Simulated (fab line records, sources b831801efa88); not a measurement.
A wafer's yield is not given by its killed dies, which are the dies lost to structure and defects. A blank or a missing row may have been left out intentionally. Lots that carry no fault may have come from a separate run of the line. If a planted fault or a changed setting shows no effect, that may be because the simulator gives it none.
Which tool did it? -- flow sky130 -- 45 wafers from 15 lots sampled at 3 of the route's 708 steps

WHAT EACH GAUGE READ, for each wafer
SKY_VIA2_RS_MEAS_22: a four-point-probe measurement. Usual: VIA2_W_RS 0.2719 ohm/sq, standard deviation 0.0025.
lot,measured,on,VIA2_W_RS (ohm/sq),flag
L429,day 37 02:31,film_metro-03,0.2712 0.2739 0.2717,
L431,day 37 19:49,film_metro-04,0.2752 0.2750 0.2699,
L434,day 38 14:31,film_metro-02,0.2700 0.2689 0.2696,
L436,day 39 01:44,film_metro-02,0.2707 0.2705 0.2738,
L435,day 39 02:56,film_metro-02,0.2725 0.2731 0.2685,
L438,day 39 22:21,film_metro-03,0.2704 0.2722 0.2734,
L439,day 39 23:20,film_metro-03,0.2676 0.2743 0.2732,
L440,day 40 09:35,film_metro-04,0.2732 0.2713 0.2708,
L444,day 41 12:16,film_metro-03,0.2740 0.2737 0.2745,
L445,day 41 19:54,film_metro-02,0.2689 0.2704 0.2686,
L446,day 42 03:37,film_metro-03,0.2720 0.2696 0.2735,
L447,day 42 06:06,film_metro-02,0.2734 0.2735 0.2732,
L448,day 42 07:57,film_metro-04,0.2778 0.2752 0.2790,
L450,day 43 07:18,film_metro-04,0.2712 0.2742 0.2720,
L451,day 43 18:25,film_metro-02,0.2760 0.2731 0.2731,

SKY_VIA3_OVL_MEAS_13. Usual: VIA3_OVL -1 nm, standard deviation 6.7.
lot,measured,on,VIA3_OVL (nm),flag
L429,day 40 08:50,overlay-02,-2 2 -6,
L431,day 41 00:41,overlay-02,-4 2 2,
L434,day 41 20:32,overlay-01,-7 1 -9,
L436,day 42 05:53,overlay-01,-7 2 -5,
L435,day 42 07:05,overlay-01,-12 -6 -11,
L438,day 43 01:15,overlay-01,-2 -2 -7,
L439,day 43 02:20,overlay-01,4 4 0,
L440,day 43 12:11,overlay-02,7 2 6,
L444,day 44 13:11,overlay-01,-9 -5 -6,
L445,day 44 20:38,overlay-01,-3 -1 -2,
L446,day 45 02:17,overlay-01,-8 -11 -2,
L447,day 45 05:29,overlay-01,6 2 2,
L448,day 45 06:59,overlay-01,1 -9 -1,
L450,day 46 04:50,overlay-01,-8 -5 -9,
L451,day 46 14:35,overlay-01,3 5 -2,

SKY_VIA3_RS_MEAS_22: a four-point-probe measurement. Usual: VIA3_W_RS 0.2923 ohm/sq, standard deviation 0.0025.
lot,measured,on,VIA3_W_RS (ohm/sq),flag
L429,day 40 09:46,film_metro-03,0.2903 0.2914 0.2914,
L431,day 41 01:37,film_metro-02,0.2939 0.2932 0.2935,
L434,day 41 21:27,film_metro-01,0.2935 0.2890 0.2938,
L436,day 42 06:50,film_metro-03,0.2954 0.2928 0.2953,
L435,day 42 08:02,film_metro-02,0.2944 0.2933 0.2933,
L438,day 43 02:11,film_metro-02,0.2957 0.2944 0.2958,
L439,day 43 03:17,film_metro-02,0.2923 0.2939 0.2911,
L440,day 43 13:05,film_metro-03,0.2916 0.2881 0.2891,
L444,day 44 14:10,film_metro-03,0.2946 0.2922 0.2922,
L445,day 44 21:34,film_metro-03,0.2886 0.2895 0.2878,
L446,day 45 03:32,film_metro-01,0.2940 0.2903 0.2889,
L447,day 45 06:29,film_metro-02,0.2926 0.2891 0.2906,
L448,day 45 07:58,film_metro-01,0.2973 0.2930 0.2968,
L450,day 46 05:44,film_metro-01,0.2907 0.2902 0.2895,
L451,day 46 15:29,film_metro-02,0.2879 0.2926 0.2904,

TOOL THAT RAN EACH LOT (tool first, then ch and the chambers of the sampled wafers, then the start)
No process step before these readings appears in the record.

AS READ BY THE TOOLS THEMSELVES (means over the sampled wafers that have a number; for cases with no such wafer, the mark the record gives instead)
The record holds no such reading with a usual standard deviation.

THE ANSWER, worked out from the rows above alone
Rule: a lot counts as off when the mean over its wafers that have a number is more than 3 standard deviations away from the usual mean. A lot without any number at a reading at which 4 lots or more have one is off too. All remaining lots with rows at the step are treated as sound. Order of review: gauges by route order, followed by the tools' own readings, for which a lot's mean as printed above is used. At the first step where some lot is off, the reading lying furthest off is the one used; lots without a number count as furthest.
Nothing can be told from this: no lot is off at any reading shown.

WHAT THE SIMULATOR PUT IN
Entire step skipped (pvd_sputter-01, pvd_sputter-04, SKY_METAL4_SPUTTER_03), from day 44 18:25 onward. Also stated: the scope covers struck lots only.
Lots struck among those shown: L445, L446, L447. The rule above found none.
